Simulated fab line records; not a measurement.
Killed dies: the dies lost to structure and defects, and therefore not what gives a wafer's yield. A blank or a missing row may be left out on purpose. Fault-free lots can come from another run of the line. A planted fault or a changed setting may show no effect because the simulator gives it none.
Code-filled problem report in 8D (eight disciplines) form -- flow sky130 -- the parts of the form that need people (team, actions taken, sign-off) are left out

== 1. THE PROBLEM ==
METAL5_ALCU_RS at SKY_METAL5_RS_MEAS_05 reads a mean of 0.0239 ohm/sq on 2 wafers of 1 lot; wafers without a fault read 0.0271 ohm/sq with a standard deviation of 0.00034. That puts it -9.3 standard deviations away from the usual mean.
The step: measures by four-point-probe.
First seen on wafer L263.3, day 47 18:47, on film-metro-04. The record has a number at this step for 27 wafers belonging to 9 lots. Rule for "out" (also "out of limits"): further than 4 standard deviations from the usual mean. All remaining wafers that have a number are taken as sound.

== 2. WHAT THIS IS AND IS NOT ==
question,is,is not
which readings at this step,METAL5_ALCU_RS,-
which lots,L263,"L246, L247, L248, L249, L253, L255, L259, L260"
which wafers of those lots,"L263.3, L263.5",L263.2
read on which gauges,film-metro-04,"film-metro-01, film-metro-03"
when,from day 47 18:47,up to then (25 sound wafers)

== 3. THE SUSPECTS, EACH WITH WHAT RULES IT OUT ==
Counting: if a tool at a process step up to the reading ran every lot that is out, it stays a suspect. Sound lots after the first of them don't rule it out here, since some wafers of a struck lot are sound.
- the gauge at SKY_METAL5_RS_MEAS_05 is ruled out. All the wafers that are out were read on film-metro-04, but those of them that SKY_METAL5_METAL_ETCH_15 has rows for are out there too, on other tools.
- pvd-sputter-01 at SKY_METAL5_SPUTTER_02 (material AlCu, target thk 1150 nm, time 61.2 s): kept. L263, the lot that is out, went through it at day 47 18:39; up to then, the latest sound lot through it was L259 at day 46 18:25.
- pvd-sputter-01 at SKY_METAL5_SPUTTER_03 (material Ti, target thk 5 nm, time 3.3 s): kept. L263, the lot that is out, went through it at day 47 18:42; up to then, the latest sound lot through it was L259 at day 46 18:28.
The count leaves pvd-sputter-01 at SKY_METAL5_SPUTTER_03 and pvd-sputter-01 at SKY_METAL5_SPUTTER_02.

== 4. THE CAUSE (what the simulator had put in) ==
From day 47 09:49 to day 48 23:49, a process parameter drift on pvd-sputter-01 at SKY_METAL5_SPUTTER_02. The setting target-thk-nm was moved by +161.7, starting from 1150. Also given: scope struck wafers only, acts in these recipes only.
Counting left 2 suspects, and this tool is among them.

== 5. SEQUENCE OF EFFECTS, ordered by route ==
Each row: a reading whose mean over the struck wafers that have a number lies more than 3 standard deviations from the usual. Scope: only readings with a usual standard deviation given in the record; hours: median across lots of the time from each lot's start at the first step in this table that gives one to its start at this step; sigmas: change in usual standard deviations.
hours,step,reading,usual,on struck wafers,change,sigmas
0,SKY_METAL5_RS_MEAS_05,METAL5_ALCU_RS,0.0271 ohm/sq,0.0239,-0.0032,-9.3
0,SKY_METAL5_THK_MEAS_06,METAL5_ALCU_THK,1154 nm,1322,+168,+8.4
19,SKY_METAL5_METAL_ETCH_15,oes-product-au,0.894 a.u.,0.944,+0.050,+9.1
Process steps it contains:
- SKY_METAL5_METAL_ETCH_15: etches the open film in Cl2/BCl3, stops on SiO2, target depth 1260 nm, time 252 s.

== 6. HOW IT WOULD HAVE BEEN CAUGHT EARLIER ==
The first out-of-limits reading at a measuring or inspecting step in this record came at day 47 18:47, 9 hours after the fault's start at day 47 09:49.
Of the tool readings at SKY_METAL5_SPUTTER_02 for which the record gives a usual standard deviation, none was out on any struck wafer, so an alarm limit of 4 standard deviations on them would not have fired.
Lots out: 1; all had begun SKY_METAL5_SPUTTER_02 on pvd-sputter-01 by day 47 18:47. Tool hold at that time: it would have spared none of them.
